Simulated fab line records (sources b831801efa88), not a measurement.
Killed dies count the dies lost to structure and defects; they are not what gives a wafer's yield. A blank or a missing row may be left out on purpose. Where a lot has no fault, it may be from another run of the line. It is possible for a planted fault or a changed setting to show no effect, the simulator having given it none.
fab line records	flow sfqLine
record: lots: 14	wafers: 42	lastDay: 86
route steps=325 shown M1@68 M2@98 I2@108 M3@119
lots with no fault: from the same line, run without faults
startH: hours from the record's opening day to when the first of the lot's shown wafers began	waitH: hours since the lot's step before	" as in the row above	L1.1+2: a single row standing in for several wafers	- value missing, or start not given	* or withheld: withheld	< > ~ a bound
route shown NAME@n: a module of which the file shows steps, and the number in the route of the first	usual: the fault-free wafers' mean and standard deviation	same: alike in all rows	chamber/n: place in a boat	sites: readings site by site	_std_site: standard deviation across them	_edge_site: mean of outer sites minus mean of inner sites	radiusMm: for every site, how far away it sits from the centre of the wafer	mask NAME#n: copy n	behind: the most recent tool/chamber to have shaped the wafer	hold: the reason the lot was held/the length of the hold in hours/how it ended	device: names the non-switching transistor (n, p or np)	end of line: at the end of the route, the tests of the same wafers	a step with no rows: only its recipe	killed: not the wafer's yield, but the dies lost to structure and defects at the first sort	map: a wafer's dies, x killed, . not, _ none there
set.NAME: the setting as run; set.NAME@STEP: as run at that earlier step	model.NAME: the simulator's own value behind a step, which no gauge read
one table for each step of the route and one row for each wafer, over a sample of lots
services: the hour from which a tool's chamber was out of use, counted from the record's first day as startH (under 0 if before that day), plus the number of hours and why
== steps ==
step: SFQ_M1_OVL_MEAS_911
usual: M1_OVL: -2/7.1
lot.wafer	tool	chamber	startH	waitH	M1_OVL[nm]
L834.2	overlay-01	-	236.24	0.1	0
L834.4	"	-	"	"	-7
L834.5	"	-	"	"	-2
L836.3	overlay-02	-	360.33	0.1	0
L836.5	"	-	"	"	2
L836.6	"	-	"	"	1
L837.3	overlay-01	-	380.15	0.1	-8
L837.5	"	-	"	"	-13
L837.6	"	-	"	"	-8
L838.2	overlay-01	-	509.54	0.1	-8
L838.3	"	-	"	"	-11
L838.4	"	-	"	"	-11
L840.1	overlay-02	-	540.86	0.1	-9
L840.2	"	-	"	"	-2
L840.6	"	-	"	"	3
L842.1	overlay-01	-	578.06	0.1	-16
L842.3	"	-	"	"	-16
L842.4	"	-	"	"	-12
L844.1	overlay-02	-	606.86	0.1	3
L844.5	"	-	"	"	0
L844.6	"	-	"	"	2
L846.1	overlay-02	-	640.91	0.1	-2
L846.4	"	-	"	"	-1
L846.6	"	-	"	"	0
L848.2	overlay-01	-	654.12	0.1	-6
L848.4	"	-	"	"	-6
L848.5	"	-	"	"	0
L849.2	overlay-02	-	660.12	0.1	-10
L849.3	"	-	"	"	-8
L849.6	"	-	"	"	-18
L850.4	overlay-02	-	662.53	0.1	2
L850.5	"	-	"	"	4
L850.6	"	-	"	"	3
L851.1	overlay-01	-	663.71	0.1	3
L851.3	"	-	"	"	11
L851.4	"	-	"	"	4
L853.2	overlay-02	-	669.72	0.1	9
L853.5	"	-	"	"	8
L853.6	"	-	"	"	6
L857.4	overlay-02	-	680.53	0.1	-1
L857.5	"	-	"	"	5
L857.6	"	-	"	"	6
step: SFQ_M2_OVL_MEAS_916
usual: M2_OVL: -1/6
lot.wafer	tool	chamber	startH	waitH	M2_OVL[nm]
L834.2	overlay-01	-	357.79	0.1	6
L834.4	"	-	"	"	3
L834.5	"	-	"	"	3
L836.3	overlay-02	-	417.31	0.1	-5
L836.5	"	-	"	"	-8
L836.6	"	-	"	"	0
L837.3	overlay-02	-	418.51	0.1	-2
L837.5	"	-	"	"	-1
L837.6	"	-	"	"	-6
L838.2	overlay-01	-	680.43	0.1	11
L838.3	"	-	"	"	12
L838.4	"	-	"	"	10
L840.1	overlay-02	-	714.34	0.1	2
L840.2	"	-	"	"	-3
L840.6	"	-	"	"	-4
L842.1	overlay-01	-	751.35	0.1	9
L842.3	"	-	"	"	6
L842.4	"	-	"	"	13
L844.1	overlay-01	-	771.87	0.1	3
L844.5	"	-	"	"	-6
L844.6	"	-	"	"	-1
L846.1	overlay-01	-	823.84	0.1	-3
L846.4	"	-	"	"	-8
L846.6	"	-	"	"	-3
L848.2	overlay-01	-	826.25	0.1	-7
L848.4	"	-	"	"	-6
L848.5	"	-	"	"	-6
L849.2	overlay-01	-	829.85	0.1	-6
L849.3	"	-	"	"	1
L849.6	"	-	"	"	-8
L850.4	overlay-01	-	832.26	0.1	0
L850.5	"	-	"	"	1
L850.6	"	-	"	"	7
L851.1	overlay-01	-	833.44	0.1	0
L851.3	"	-	"	"	4
L851.4	"	-	"	"	3
L853.2	overlay-01	-	959.17	0.1	-3
L853.5	"	-	"	"	4
L853.6	"	-	"	"	-3
L857.4	overlay-01	-	968.78	0.1	4
L857.5	"	-	"	"	3
L857.6	"	-	"	"	0
step: SFQ_TRILAYER_I2_VIA_LITHO_COAT_067
recipe: resist: KrF	spinRpm: 3000	resistThkNm: 650
usual: dispensePressureKPa: 51.3/2.2	resistLineTempC: 22.99/0.088	spinSpeedRpm: 2999.8/1.8
lot.wafer	tool	chamber	startH	waitH	dispensePressureKPa	resistLineTempC	spinSpeedRpm
L834.2	lithoTrack-04	0	364.73	0.2	51.6	23.09	3001.7
L834.4	"	0	"	"	51.6	23.00	3001.0
L834.5	"	0	"	"	51.6	23.01	2998.7
L836.3	lithoTrack-01	0	444.96	0.2	48.3	22.97	2999.3
L836.5	"	0	"	"	48.2	22.92	2998.0
L836.6	"	0	"	"	48.2	22.99	3000.8
L837.3	lithoTrack-01	0	447.51	0.2	48.2	22.97	2998.2
L837.5	"	0	"	"	48.2	22.81	3000.9
L837.6	"	0	"	"	48.2	22.92	2998.2
L838.2	lithoTrack-01	0	686.17	0.2	48.2	22.94	2999.8
L838.3	"	0	"	"	48.2	22.98	2997.4
L838.4	"	0	"	"	48.2	23.03	3000.3
L840.1	lithoTrack-01	0	721.73	0.2	48.3	22.91	3002.4
L840.2	"	0	"	"	48.2	22.92	2998.7
L840.6	"	0	"	"	48.2	22.75	2999.0
L842.1	lithoTrack-04	0	759.30	0.2	51.5	23.13	3002.6
L842.3	"	0	"	"	51.6	23.12	3001.5
L842.4	"	0	"	"	51.6	23.00	3003.2
L844.1	lithoTrack-03	0	780.70	0.2	53.8	22.85	3002.9
L844.5	"	0	"	"	53.7	22.95	2998.9
L844.6	"	0	"	"	53.8	22.99	3001.9
L846.1	lithoTrack-04	0	835.05	0.2	51.6	22.96	3001.6
L846.4	"	0	"	"	51.6	23.02	2999.7
L846.6	"	0	"	"	51.6	22.92	3000.1
L848.2	lithoTrack-04	0	839.50	0.2	51.6	22.94	2996.4
L848.4	"	0	"	"	51.6	23.07	2999.7
L848.5	"	0	"	"	51.6	22.94	3001.3
L849.2	lithoTrack-03	0	841.10	0.2	53.8	23.05	2999.8
L849.3	"	0	"	"	53.7	22.92	3001.3
L849.6	"	0	"	"	53.7	23.02	3001.2
L850.4	lithoTrack-04	0	844.20	0.2	51.6	23.00	2937.8
L850.5	"	0	"	"	51.6	22.84	2938.7
L850.6	"	0	"	"	51.6	23.04	2937.9
L851.1	lithoTrack-04	0	847.05	0.2	51.6	22.87	2938.2
L851.3	"	0	"	"	51.6	22.92	2935.3
L851.4	"	0	"	"	51.6	22.96	2940.0
L853.2	lithoTrack-03	0	965.70	0.2	53.8	23.16	3002.4
L853.5	"	0	"	"	53.7	22.98	2999.6
L853.6	"	0	"	"	53.8	22.98	2999.3
L857.4	lithoTrack-01	0	980.80	0.2	48.2	23.04	3000.0
L857.5	"	0	"	"	48.2	23.05	3001.1
L857.6	"	0	"	"	48.2	22.97	2999.7
step: SFQ_TRILAYER_M3_DEP_SPUTTER_073
recipe: material: Nb	basePressurePa: 1.33e-06	chamberPressurePa: 0.1333	substrateTempC: 20	resputterCathodeVoltageV: 400	targetThkNm: 200	powerW: 2050	timeS: 133.3
usual: basePressurePa: 1.33e-06/1e-07	cathodeDcPowerW: 2050.0/0.37	throttleValvePct: 29.6/1.1
lot.wafer	tool	chamber	startH	waitH	basePressurePa	cathodeDcPowerW	throttleValvePct
L834.2	pvdSputter-05	-	473.33	0.0	1.29e-06	2050.2	30.4
L834.4	"	-	"	"	1.07e-06	2049.5	30.4
L834.5	"	-	"	"	1.29e-06	2049.5	31.5
L836.3	pvdSputter-04	-	606.67	0.0	1.34e-06	2050.4	30.4
L836.5	"	-	"	"	1.18e-06	2049.9	30.7
L836.6	"	-	"	"	1.31e-06	2049.8	30.4
L837.3	pvdSputter-05	-	610.90	0.0	1.08e-06	2050.6	30.2
L837.5	"	-	"	"	1.31e-06	2049.8	31.5
L837.6	"	-	"	"	1.39e-06	2049.8	27.8
L838.2	pvdSputter-05	-	698.37	0.0	1.32e-06	2050.4	30.9
L838.3	"	-	"	"	1.16e-06	2050.3	27.8
L838.4	"	-	"	"	1.28e-06	2050.2	30.3
L840.1	pvdSputter-05	-	725.27	0.0	1.42e-06	2049.8	30.0
L840.2	"	-	"	"	1.22e-06	2050.4	31.4
L840.6	"	-	"	"	1.31e-06	2049.7	30.1
L842.1	pvdSputter-06	-	894.56	0.0	1.27e-06	2049.9	30.2
L842.3	"	-	"	"	1.28e-06	2049.7	29.4
L842.4	"	-	"	"	1.12e-06	2049.8	28.1
L844.1	pvdSputter-05	-	908.56	0.0	1.34e-06	2049.7	30.5
L844.5	"	-	"	"	1.27e-06	2050.2	28.1
L844.6	"	-	"	"	1.41e-06	2049.9	30.2
L846.1	pvdSputter-04	-	961.53	0.0	1.34e-06	2049.9	29.0
L846.4	"	-	"	"	1.33e-06	2050.5	28.7
L846.6	"	-	"	"	1.43e-06	2049.7	30.9
L848.2	pvdSputter-06	-	968.73	0.0	1.3e-06	2050.0	28.8
L848.4	"	-	"	"	1.38e-06	2049.8	27.9
L848.5	"	-	"	"	1.4e-06	2050.4	30.3
L849.2	pvdSputter-04	-	970.96	0.0	1.13e-06	2049.7	28.7
L849.3	"	-	"	"	1.26e-06	2050.2	29.3
L849.6	"	-	"	"	1.02e-06	2050.1	31.0
L850.4	pvdSputter-06	-	981.58	0.0	1.45e-06	2050.1	28.0
L850.5	"	-	"	"	1.3e-06	2050.5	28.6
L850.6	"	-	"	"	1.18e-06	2050.5	29.3
L851.1	pvdSputter-06	-	986.38	0.0	1.37e-06	2049.6	28.8
L851.3	"	-	"	"	1.4e-06	2050.0	29.4
L851.4	"	-	"	"	1.32e-06	2049.5	30.5
L853.2	pvdSputter-06	-	1105.11	0.0	1.41e-06	2050.0	30.3
L853.5	"	-	"	"	1.4e-06	2049.9	30.4
L853.6	"	-	"	"	1.3e-06	2050.4	28.0
L857.4	pvdSputter-06	-	1118.31	0.0	1.29e-06	2049.8	28.6
L857.5	"	-	"	"	1.2e-06	2050.4	28.2
L857.6	"	-	"	"	1.33e-06	2049.9	29.3
== services ==
tool	chamber	startH	hours	kind
pvdSputter-06	-	378.95	5.1	repair
pvdSputter-04	-	383.54	0.8	repair
pvdSputter-06	-	525.90	0.8	repair
pvdSputter-04	-	623.79	2.4	repair
pvdSputter-05	-	624.43	4.8	repair
pvdSputter-05	-	646.34	2.8	repair
pvdSputter-04	-	797.96	8.8	repair
pvdSputter-05	-	837.34	2.3	repair
pvdSputter-04	-	838.04	4.0	repair
pvdSputter-06	-	847.61	1.6	repair
pvdSputter-04	-	887.88	1.3	repair
pvdSputter-04	-	967.63	2.6	repair
pvdSputter-05	-	1074.73	2.5	repair
== key ==
firstSign: step: SFQ_TRILAYER_I2_VIA_LITHO_COAT_067	reading: spinSpeedRpm	direction: down	sigmas: 34	usual: 2999.8	struck: 2938.0
effect none on later readings
metAt SFQ_TRILAYER_I2_VIA_LITHO_COAT_067
struckLots L850,L851
notActingAt SFQ_M1_OVL_MEAS_911,SFQ_M2_OVL_MEAS_916,SFQ_TRILAYER_M3_DEP_SPUTTER_073
onsetBetween 839.50 844.20
fault: kind: processParameterDrift	tool: lithoTrack-04	chamber: -	onsetH: 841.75	steps: SFQ_TRILAYER_I2_VIA_LITHO_COAT_067	channel: spinRpm	offset: -61.17	shape: step	endH: 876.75	actsIn: theseRecipesOnly	stated: 3000
